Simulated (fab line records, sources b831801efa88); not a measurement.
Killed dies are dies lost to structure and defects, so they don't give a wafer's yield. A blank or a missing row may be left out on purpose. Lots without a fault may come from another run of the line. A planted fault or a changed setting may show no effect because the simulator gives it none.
A struck lot beside a sound one | flow gf180mcu | 14 steps out of a route of 602
Sound: wafers L342.1, L342.2, L342.6. Struck: wafers L336.3, L336.5, L336.6. The cause comes at the end.
At each step with rows: each side's tool, then ch and its chambers, then its first start. Under that, the readings that differ: sound wafers | struck wafers | difference of the means | sigmas: that difference in standard deviations of wafers without a fault.
alike: readings whose means differ by less than 2 such deviations, and words and numbers that are the same on both sides. not compared: withheld readings, readings that some wafer has no value for, bounds like >300 that may hide the same value, and numbers for which the record gives no deviation and whose values overlap.
The two part at a step that has a row with sigmas, a row that says differs or no value, or rows on one side only. Numbers that don't overlap but have no deviation are shown without sigmas and don't part them. A reading that every wafer of one side lacks parts them only if that side has two wafers or more.

GF_POLY_GATE_ETCH_13: etches poly-Si in HBr/Cl2, stops on SiO2, target depth 198.5 nm, time 69.6 s.
  sound on rie_si-01 ch 0,1,3, day 13 13:59; struck on rie_si-02 ch 1,2, day 12 00:16
  reading              | sound             | struck            | difference | sigmas
  HBr_flow_sccm (sccm) | 151.0 151.1 150.5 | 149.3 149.8 150.3 | -1.1       | -2
  alike: drypump_motor_current_A, oes_product_au, throttle_valve_pct
  not compared: rf_hours_counter_h
GF_POLY_GATE_STRIP_14: strips in O2/N2.
  sound on plasma_asher-02 ch 0,1, day 13 14:03; struck on plasma_asher-02 ch 0,1, day 12 00:22
  alike: drypump_motor_current_A, heater_power_w, oes_product_au
  not compared: rf_hours_counter_h
then, 2 steps without rows for these wafers: GF_POLY_GATE_CLEAN_15 (cleans in SC1/SC2, time 150 s); GF_POLY_GATE_OXIDATION_16 (stabilise 600 s, purge 300 s, target thk 4 nm).
GF_POLY_GATE_THK_MEAS_17:
  sound on film_metro-04, day 13 15:27; struck on film_metro-04, day 12 01:47
  alike: POLY_GATE_OXIDATION_THK
GF_POLY_GATE_CD_MEAS_18:
  sound on cd_sem-02, day 13 15:31; struck on cd_sem-02, day 12 01:53
  alike: cd_nm
then, 6 steps without rows for these wafers: GF_HV_LDD_DEHYDRATE_00 (time 60 s); GF_HV_LDD_HMDS_01 (prime time 60 s); GF_HV_LDD_COAT_02 (resist thk 1000 nm); GF_HV_LDD_SOFTBAKE_03 (time 60 s); GF_HV_LDD_EXPOSE_04 (exposes mask Nplus LV AREA, target cd 400 nm); GF_HV_LDD_PEB_05.
GF_HV_LDD_DEVELOP_06: develop time 60 s.
  sound on litho_track-04 ch 0, day 14 11:37; struck on litho_track-03, day 12 21:44
  no value came back on the struck wafers for chill_plate_temp_C (C), develop_time_s (s); on the sound wafers chill_plate_temp_C (C) reads 23.01 22.93 22.89
GF_HV_LDD_CD_MEAS_07: target cd 400 nm.
  sound on cd_sem-01, day 14 11:46; struck on cd_sem-02, day 12 21:53
  reading    | sound             | struck | difference                    | sigmas
  cd_nm (nm) | 398.7 400.7 402.0 | - - -  | no value on the struck wafers |

WHERE THEY PART
First at GF_POLY_GATE_ETCH_13; last, within this record, at GF_HV_LDD_CD_MEAS_07.

WHY: what the simulator had put in
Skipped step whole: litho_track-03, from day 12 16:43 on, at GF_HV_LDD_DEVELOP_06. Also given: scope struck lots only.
